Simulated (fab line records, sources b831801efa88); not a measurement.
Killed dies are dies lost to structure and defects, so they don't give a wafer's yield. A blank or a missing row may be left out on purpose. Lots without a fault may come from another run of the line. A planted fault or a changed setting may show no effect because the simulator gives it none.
A struck lot beside a sound one | flow sky130 | 19 steps out of a route of 708
Sound: wafers L348.2, L348.3, L348.5. Struck: wafers L351.1, L351.2, L351.6. The cause comes at the end.
At each step with rows: each side's tool, then ch and its chambers, then its first start. Under that, the readings that differ: sound wafers | struck wafers | difference of the means | sigmas: that difference in standard deviations of wafers without a fault.
alike: readings whose means differ by less than 2 such deviations, and words and numbers that are the same on both sides. not compared: withheld readings, readings that some wafer has no value for, bounds like >300 that may hide the same value, and numbers for which the record gives no deviation and whose values overlap.
The two part at a step that has a row with sigmas, a row that says differs or no value, or rows on one side only. Numbers that don't overlap but have no deviation are shown without sigmas and don't part them. A reading that every wafer of one side lacks parts them only if that side has two wafers or more.

first, 3 steps without rows for these wafers: SKY_POLY_CUT_EXPOSE_05 (exposes mask NPCM, target cd 270 nm); SKY_POLY_CUT_PEB_06; SKY_POLY_CUT_DEVELOP_07 (develop time 60 s).
SKY_POLY_CUT_CD_MEAS_08: target cd 270 nm.
  sound on cd_sem-02, day 27 07:01; struck on cd_sem-01, day 28 11:59
  alike: cd_nm
SKY_POLY_CUT_OVL_MEAS_09:
  sound on overlay-01, day 27 07:08; struck on overlay-02, day 28 12:06
  alike: POLY_CUT_OVL
SKY_POLY_CUT_ETCH_10: etches BARC in N2/H2, stops on SiO2, time 45.9 s, target depth 60 nm.
  sound on rie_diel-04 ch 1,2, day 27 07:10; struck on rie_diel-02 ch 2,3, day 28 12:08
  alike: drypump_motor_current_A, oes_product_au, throttle_valve_pct
  not compared: rf_hours_counter_h
SKY_POLY_CUT_ETCH_11: etches Si3N4 in CF4/CH2F2/Ar, stops on poly-Si, time 42.5 s, target depth 60 nm.
  sound on rie_diel-04 ch 1,2, day 27 07:12; struck on rie_diel-02 ch 2,3, day 28 12:11
  alike: ch2f2_flow_sccm, drypump_motor_current_A, oes_product_au, throttle_valve_pct
  not compared: rf_hours_counter_h
SKY_POLY_CUT_STRIP_12: strips in O2/N2.
  sound on plasma_asher-01 ch 1, day 27 07:14; struck on plasma_asher-02 ch 0,1, day 28 12:13
  alike: drypump_motor_current_A, oes_product_au, strip_time_to_endpoint_s
  not compared: rf_hours_counter_h
then, 4 steps without rows for these wafers: SKY_SD_P_DEHYDRATE_00 (time 60 s); SKY_SD_P_HMDS_01 (prime time 60 s); SKY_SD_P_COAT_02 (resist thk 1140 nm); SKY_SD_P_SOFTBAKE_03 (time 60 s).
SKY_SD_P_EXPOSE_04: exposes mask PSDM, target cd 380 nm.
  sound on iline_stepper-01 ch 0, day 27 22:07; struck on iline_stepper-02 ch 0, day 29 03:24
  reading                      | sound             | struck               | difference | sigmas
  model.SD_P.overlay_x_nm (nm) | 2.939 2.939 2.939 | -51.36 -51.36 -51.36 | -54.30     |
  alike: mask
then, 2 steps without rows for these wafers: SKY_SD_P_PEB_05; SKY_SD_P_DEVELOP_06 (develop time 60 s).
SKY_SD_P_CD_MEAS_07: target cd 380 nm.
  sound on cd_sem-02, day 28 11:46; struck on cd_sem-01, day 29 16:39
  alike: cd_nm
SKY_SD_P_OVL_MEAS_08:
  sound on overlay-01, day 28 11:52; struck on overlay-02, day 29 16:46
  reading       | sound       | struck            | difference | sigmas
  SD_P_OVL (nm) | 2.6 1.6 2.7 | -51.5 -51.6 -52.3 | -54.1      | -39
then, 1 step without rows for these wafers: SKY_SD_P_IMPLANT_09.
-- the record jumps here: 19 days lie between the struck wafers' starts before and after (it left off in module SD_P and takes up again in module PAD_OPEN, whose first step shown is number 708 of the route) --
SKY_PAD_OPEN_PROBE_99:
  sound on prober-01, day 47 22:05; struck on prober-02, day 48 17:17
  alike: killed_at_M0_to_M3, killed_at_M4_up, killed_at_contacts, killed_at_front_end, killed_at_other, killed_dies, killed_open, killed_short

WHERE THEY PART
Only at SKY_SD_P_OVL_MEAS_08, within this record. Later steps at which nothing parts them and some readings are alike: SKY_PAD_OPEN_PROBE_99.

WHY: what the simulator had put in
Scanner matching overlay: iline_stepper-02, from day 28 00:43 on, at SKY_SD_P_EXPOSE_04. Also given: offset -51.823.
